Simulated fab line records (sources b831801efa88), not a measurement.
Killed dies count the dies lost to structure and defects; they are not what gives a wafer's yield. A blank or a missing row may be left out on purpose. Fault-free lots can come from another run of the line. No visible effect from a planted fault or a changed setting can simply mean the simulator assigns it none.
Check of tool commonality	flow gf180mcu	Lots sampled 14, wafers sampled 42

== WHY IT WAS OPENED ==
GF_VT_IMPLANT_TW_MEAS_21, reading VT_IMPLANT_2_TW: flagged on 2 of 14 lots. No-fault wafers: 1213, standard deviation 6.5.
Rule: a lot is flagged in two cases, either no wafer of it has a number, or all its wafers with numbers fall more than 4 standard deviations from that mean. The other lots count as sound.

lot	measured	on	VT_IMPLANT_2_TW, wafer by wafer	flag
L617	day 6 05:56	film-metro-04	1214 1211 1209	
L618	day 6 12:40	film-metro-04	1213 1217 1214	
L619	day 6 18:40	film-metro-04	1210 1209 1207	
L620	day 7 01:21	film-metro-04	1227 1219 1224	
L621	day 7 09:01	film-metro-04	1229 1219 1220	
L623	day 7 23:16	film-metro-02	1205 1204 1209	
L625	day 8 08:53	film-metro-02	1219 1212 1209	
L627	day 8 23:47	film-metro-03	1220 1220 1218	
L628	day 9 05:46	film-metro-02	1216 1208 1213	
L629	day 9 09:33	film-metro-03	1209 1208 1211	
L632	day 10 06:19	film-metro-02	30 30 30	FLAGGED
L634	day 10 19:11	film-metro-04	30 30 30	FLAGGED
L638	day 11 20:52	film-metro-03	1218 1213 1223	
L640	day 12 11:27	film-metro-03	1227 1216 1216	
Flagged lots average 30: -1183 relative to the usual, that is -99 or more standard deviations.

== TOOL THAT RAN EACH LOT ==
The record keeps 1 process step preceding the reading, out of 602 steps on the route. In each cell: the tool, then ch and the chambers that the sampled wafers went through, then the start.
lot	flag	GF_VT_IMPLANT_DEVELOP_17
L617		litho-track-01 ch 0, day 6 05:32
L618		litho-track-01 ch 0, day 6 12:14
L619		litho-track-01 ch 0, day 6 18:15
L620		litho-track-03 ch 0, day 7 00:56
L621		litho-track-03 ch 0, day 7 08:38
L623		litho-track-01 ch 0, day 7 22:50
L625		litho-track-01 ch 0, day 8 08:29
L627		litho-track-02 ch 0, day 8 23:21
L628		litho-track-01 ch 0, day 9 05:20
L629		litho-track-02 ch 0, day 9 09:09
L632	FLAGGED	litho-track-02 ch 0, day 10 05:55
L634	FLAGGED	litho-track-02 ch 0, day 10 18:45
L638		litho-track-01 ch 0, day 11 20:27
L640		litho-track-03 ch 0, day 12 11:02
What is done by these steps:
- GF_VT_IMPLANT_DEVELOP_17: develop time 60 s.
- GF_VT_IMPLANT_TW_MEAS_21

== FLAGGED OVER TOTAL, TOOL BY TOOL (the gauges that took the reading come last) ==
step	tool	lots run	flagged	share of the flagged lots	sound lots run after its first flagged lot
GF_VT_IMPLANT_DEVELOP_17	litho-track-01	7	0	none	-
GF_VT_IMPLANT_DEVELOP_17	litho-track-02	4	2	all	0
GF_VT_IMPLANT_DEVELOP_17	litho-track-03	3	0	none	-
GF_VT_IMPLANT_TW_MEAS_21	film-metro-02	4	1	some	0
GF_VT_IMPLANT_TW_MEAS_21	film-metro-03	4	0	none	-
GF_VT_IMPLANT_TW_MEAS_21	film-metro-04	6	1	some	0

== WHAT THE TABLE ALLOWS ==
In the table, 1 row covers all flagged lots: litho-track-02 at GF_VT_IMPLANT_DEVELOP_17.
- litho-track-02 at GF_VT_IMPLANT_DEVELOP_17 ran 4 lots, 2 of them flagged. A fault beginning between L629 (day 9 09:09), its last sound lot, and L632 (day 10 05:55), its first flagged one, fits the data.
What remains is a single tool, litho-track-02 at GF_VT_IMPLANT_DEVELOP_17.

== WHAT THE SIMULATOR PUT IN ==
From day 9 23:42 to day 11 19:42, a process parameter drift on litho-track-02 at GF_VT_IMPLANT_DEVELOP_17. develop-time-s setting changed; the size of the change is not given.
Lots struck among those shown: L632, L634. Same finding as the rule above.
